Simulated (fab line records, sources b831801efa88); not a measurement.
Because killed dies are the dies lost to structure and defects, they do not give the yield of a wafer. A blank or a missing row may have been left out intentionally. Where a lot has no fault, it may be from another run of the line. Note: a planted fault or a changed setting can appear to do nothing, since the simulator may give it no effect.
2 desks looking at one fault + flow gf180mcu + numbers are kept per desk, each desk with only its own; the story behind them comes last

== FROM THE METROLOGY DESK ==
What the gauges read, lot by lot, whatever tool the lot ran on: means of the sampled wafers that have a number. A lot is out of limits, marked OUT, if its mean lies more than 4 standard deviations from the usual mean; the brackets give that distance.
Columns: A = HV_LDD_CVD_56_THK at GF_HV_LDD_THK_MEAS_57, usual 90.1 nm; B = PSD_OVL at GF_PSD_OVL_MEAS_08, usual -0.2 nm; C = PSD_TW at GF_PSD_TW_MEAS_11, usual 3164; D = PSD_RS at GF_PSD_RS_MEAS_15, usual 108.70 ohm/sq; E = SAB_CVD_00_THK at GF_SAB_THK_MEAS_01, usual 50.0 nm
| lot  | first seen here | A    | B    | C               | D                | E    |
|------|-----------------|------|------|-----------------|------------------|------|
| L484 | day 12 13:22    | 88.4 | -1.9 | 3159            | 108.35           | 49.9 |
| L487 | day 13 12:30    | 90.3 | -1.3 | 3143            | 108.59           | 49.6 |
| L494 | day 16 00:22    | 89.6 | -1.0 | 3267 (+6.1) OUT | 105.96 (-11) OUT | 49.7 |
| L495 | day 16 04:26    | 89.0 | 0.2  | 3270 (+6.3) OUT | 105.88 (-11) OUT | 50.9 |
| L497 | day 16 23:56    | 90.9 | 0.3  | 3179            | 108.38           | 51.2 |
| L498 | day 17 05:43    | 90.9 | -1.5 | 3141            | 108.60           | 50.7 |
| L499 | day 17 14:47    | 89.0 | -2.2 | 3151            | 108.78           | 50.2 |
| L501 | day 18 02:28    | 90.8 | -0.2 | 3167            | 108.99           | 50.4 |
| L503 | day 18 19:50    | 88.7 | -0.5 | 3169            | 108.83           | 50.4 |
| L505 | day 19 11:01    | 89.6 | 0.6  | 3151            | 108.26           | 50.4 |
| L506 | day 19 14:43    | 91.1 | 0.3  | 3150            | 108.61           | 49.9 |
| L507 | day 20 04:17    | 91.3 | 1.6  | 3150            | 109.03           | 50.0 |
This desk's result: L494, L495 out of limits, first on L494 (PSD_TW at GF_PSD_TW_MEAS_11), day 17 20:32. L484, L487, L497, L498, L499, L501, L503, L505, L506, L507: within limits.

== FOR THE TOOL OWNER'S DESK: implanter-04 ==
For each lot that ran on this tool, the mean over its sampled wafers that have a number, from the tool's own readings at GF_PSD_IMPLANT_09. A lot is out of limits, marked OUT, if its mean lies more than 4 standard deviations from the usual mean; the brackets give that distance.
Columns: A = dose-ions-cm2 at GF_PSD_IMPLANT_09, usual 1.4999e+15; B = faraday-current-uA at GF_PSD_IMPLANT_09, usual 8233
| lot  | first seen here | A                            | B               |
|------|-----------------|------------------------------|-----------------|
| L494 | day 17 20:19    | 1.7414e+15 (+99 or more) OUT | 9596 (+8.5) OUT |
| L495 | day 18 00:21    | 1.7443e+15 (+99 or more) OUT | 9531 (+8.1) OUT |
| L503 | day 20 21:11    | 1.4993e+15                   | 8171            |
This desk's verdict: out of limits on L494, L495, starting with L494 at day 17 20:19 (dose-ions-cm2 at GF_PSD_IMPLANT_09). L503: within limits.

== ALL TOGETHER ==
An alarm could have come from the tool owner's desk at day 17 20:19, on L494, L495.
An alarm was possible from the metrology desk at day 17 20:32, on L494, L495.
Every lot named ran GF_PSD_IMPLANT_09 on implanter-04.

== WHAT THE SIMULATOR PUT IN ==
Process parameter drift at GF_PSD_IMPLANT_09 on implanter-04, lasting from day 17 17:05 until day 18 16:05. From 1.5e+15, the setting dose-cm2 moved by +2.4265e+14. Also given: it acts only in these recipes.
Struck lots among those shown: L494, L495.
Counting hours from when the fault started, the first reading out of limits came at 3 for the tool owner's desk and at 3 for the metrology desk.
